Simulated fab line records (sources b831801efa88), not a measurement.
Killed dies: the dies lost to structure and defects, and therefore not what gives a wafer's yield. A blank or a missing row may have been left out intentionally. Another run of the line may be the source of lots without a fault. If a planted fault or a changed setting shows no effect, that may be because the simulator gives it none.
Which tool is to blame? / flow sky130 / 11 lots, 33 wafers sampled, at 2 steps of a route of 708

WHAT THE GAUGES READ, wafer by wafer
SKY_METAL2_CD_MEAS_15 targets a cd of 140 nm. Usual: cd_nm 140.7 nm, standard deviation 1.4.
lot=L550; measured=day 36 11:49; on=cd_sem-01; cd_nm (nm)=140.1 139.5 139.4; flag=
lot=L552; measured=day 36 18:25; on=cd_sem-02; cd_nm (nm)=137.0 137.7 139.0; flag=
lot=L554; measured=day 37 14:07; on=cd_sem-01; cd_nm (nm)=138.8 138.6 138.4; flag=
lot=L556; measured=day 38 00:43; on=cd_sem-02; cd_nm (nm)=139.8 141.7 141.6; flag=
lot=L557; measured=day 38 01:05; on=cd_sem-01; cd_nm (nm)=142.3 140.9 141.1; flag=
lot=L560; measured=day 39 01:31; on=cd_sem-02; cd_nm (nm)=139.7 139.3 141.1; flag=
lot=L561; measured=day 39 04:59; on=cd_sem-02; cd_nm (nm)=142.2 141.8 141.3; flag=
lot=L563; measured=day 39 21:04; on=cd_sem-01; cd_nm (nm)=142.9 143.7 144.0; flag=
lot=L564; measured=day 39 23:04; on=cd_sem-01; cd_nm (nm)=140.3 138.3 142.3; flag=
lot=L572; measured=day 42 00:52; on=cd_sem-02; cd_nm (nm)=142.4 140.6 140.1; flag=
lot=L571; measured=day 42 05:34; on=cd_sem-02; cd_nm (nm)=141.2 141.7 140.1; flag=

SKY_VIA2_CD_MEAS_12 targets a cd of 200 nm. Usual: cd_nm 199.7 nm, standard deviation 1.5.
lot=L550; measured=day 37 16:11; on=cd_sem-02; cd_nm (nm)=199.0 198.9 200.1; flag=
lot=L552; measured=day 37 22:59; on=cd_sem-02; cd_nm (nm)=200.0 199.0 198.4; flag=
lot=L554; measured=day 38 16:51; on=cd_sem-02; cd_nm (nm)=198.4 198.2 197.9; flag=
lot=L556; measured=day 39 03:13; on=cd_sem-01; cd_nm (nm)=201.6 201.6 201.7; flag=
lot=L557; measured=day 39 03:25; on=cd_sem-02; cd_nm (nm)=199.2 198.2 198.4; flag=
lot=L560; measured=day 40 04:36; on=cd_sem-01; cd_nm (nm)=199.5 200.5 198.9; flag=
lot=L561; measured=day 40 07:36; on=cd_sem-01; cd_nm (nm)=198.8 199.0 200.4; flag=
lot=L563; measured=day 40 23:07; on=cd_sem-02; cd_nm (nm)=199.2 198.8 198.2; flag=
lot=L564; measured=day 41 00:59; on=cd_sem-02; cd_nm (nm)=201.5 199.9 199.6; flag=
lot=L572; measured=day 43 02:22; on=cd_sem-02; cd_nm (nm)=197.8 196.8 196.5; flag=
lot=L571; measured=day 43 06:41; on=cd_sem-02; cd_nm (nm)=200.6 201.1 199.7; flag=

WHICH TOOL RAN EACH LOT (tool, then ch and the chambers of the sampled wafers, then the start)
No process step before these readings appears in the record.

WHAT THE TOOLS THEMSELVES READ (means of the sampled wafers that have a number; where no wafer has one, the mark that the record gives instead)
The record holds no such reading with a usual standard deviation.

THE ANSWER, worked out from the rows above alone
Rule: take the mean of a lot's wafers that have a number; if it is more than 3 standard deviations from the usual mean, the lot is off. Also off: a lot with no number at a reading for which 4 or more lots have one. Any other lot the step has rows for is counted as sound. After the gauges, taken in route order, come the tools' own readings; for these a lot's mean is taken, as printed above. At the first step where some lot is off, the reading lying furthest off is the one used; lots without a number count as furthest.
Nothing can be told from this: no lot is off at any reading shown.

WHAT THE SIMULATOR PUT IN
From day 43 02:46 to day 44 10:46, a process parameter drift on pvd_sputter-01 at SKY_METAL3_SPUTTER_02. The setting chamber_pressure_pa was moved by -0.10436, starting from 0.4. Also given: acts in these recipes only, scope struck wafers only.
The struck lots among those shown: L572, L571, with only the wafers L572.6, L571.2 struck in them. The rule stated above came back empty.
